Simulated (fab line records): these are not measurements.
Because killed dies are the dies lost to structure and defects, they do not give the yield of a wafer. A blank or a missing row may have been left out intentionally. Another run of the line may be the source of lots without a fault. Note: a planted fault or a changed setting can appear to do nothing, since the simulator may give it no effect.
8D (eight disciplines) problem report, filled in by code :: flow gf180mcu :: the parts of the form that need people (team, actions taken, sign-off) are left out

1. WHAT IS WRONG
Mean PASSIVATION_CVD_00_THK at GF_PASSIVATION_THK_MEAS_01: 854 nm over 2 wafers in 2 lots; fault-free wafers: 1006 nm, standard deviation 13. That puts it -12 standard deviations away from the usual mean.
First seen on wafer L678.6, day 32 03:01, on filmMetro-01. The record has a number at this step for 39 wafers belonging to 13 lots. The rule behind "out" and "out of limits": a value lying over 4 standard deviations away from the usual mean. All remaining wafers that have a number are taken as sound.

2. WHAT THIS IS AND IS NOT
question: which readings at this step
is: PASSIVATION_CVD_00_THK
is not: -

question: which lots
is: L678, L681
is not: L665, L669, L670, L671, L672, L674, L675, L676, L682, L685, L686

question: which wafers of those lots
is: L678.6, L681.5
is not: L678.4, L678.5, L681.4, L681.6

question: read on which gauges
is: filmMetro-01, filmMetro-03
is not: filmMetro-02

question: when
is: from day 32 03:01
is not: up to then (26 sound wafers); but 11 sound wafers of L681, L682, L685, L686 came after

3. SUSPECTS, AND WHAT RULES EACH OUT
Counting: if a tool at a process step up to the reading ran every lot that is out, it stays a suspect. Sound lots after the first of them don't rule it out here, since some wafers of a struck lot are sound.
- the gauge at GF_PASSIVATION_THK_MEAS_01 is ruled out. 2 gauges (filmMetro-01, filmMetro-03) read the wafers that are out.
- pecvd-03 at GF_PASSIVATION_CVD_00 (deposits SiO2 from TEOS, target thk 1000 nm, time 111.95 s): kept. It processed each lot that is out (first: L678, day 32 02:57); up to then, its last sound lot is L676 (day 31 14:08). Its own runLengthS readings are out on those wafers.
- At GF_PASSIVATION_CVD_00, inside pecvd-03: chamber 1 took the wafers that are out, while their sound lot-mates went through chambers 0, 2.
Left after counting: pecvd-03 at GF_PASSIVATION_CVD_00.

4. THE CAUSE (what the simulator had put in)
pecvd-03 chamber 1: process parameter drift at GF_PASSIVATION_CVD_00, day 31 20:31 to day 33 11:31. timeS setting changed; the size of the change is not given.
This tool alone remained once counting was done.

5. THE CHAIN OF EFFECTS, in route order
One row per reading whose mean, taken over the struck wafers that have a number, lies over 3 standard deviations from the usual. Readings are gone through only where the record gives a usual standard deviation; hours: the median, over the lots, of the time from a lot's start at the first step in this table giving one to that lot's start at this step; sigmas: the change measured in usual standard deviations.
hours: 0
step: GF_PASSIVATION_CVD_00
reading: runLengthS
usual: 140.1 s
on struck wafers: 122.2
change: -17.8
sigmas: -36

hours: 0
step: GF_PASSIVATION_THK_MEAS_01
reading: PASSIVATION_CVD_00_THK
usual: 1006 nm
on struck wafers: 854
change: -152
sigmas: -12
Its process steps:
- GF_PASSIVATION_CVD_00: deposits SiO2 from TEOS, target thk 1000 nm, time 111.95 s.

6. WHAT WOULD HAVE CAUGHT IT SOONER
Counted from the fault's start at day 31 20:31, it took 6 hours until the first out-of-limits reading at a measuring or inspecting step in this record, taken at day 32 03:01.
Tool's own readings at GF_PASSIVATION_CVD_00, runLengthS: out on all struck wafers the step has rows for; an alarm limit on them would have tripped on the first.
Of the lots that are out (2), L681 began GF_PASSIVATION_CVD_00 on pecvd-03 after day 32 03:01. A tool hold placed at that time would have kept it from harm.
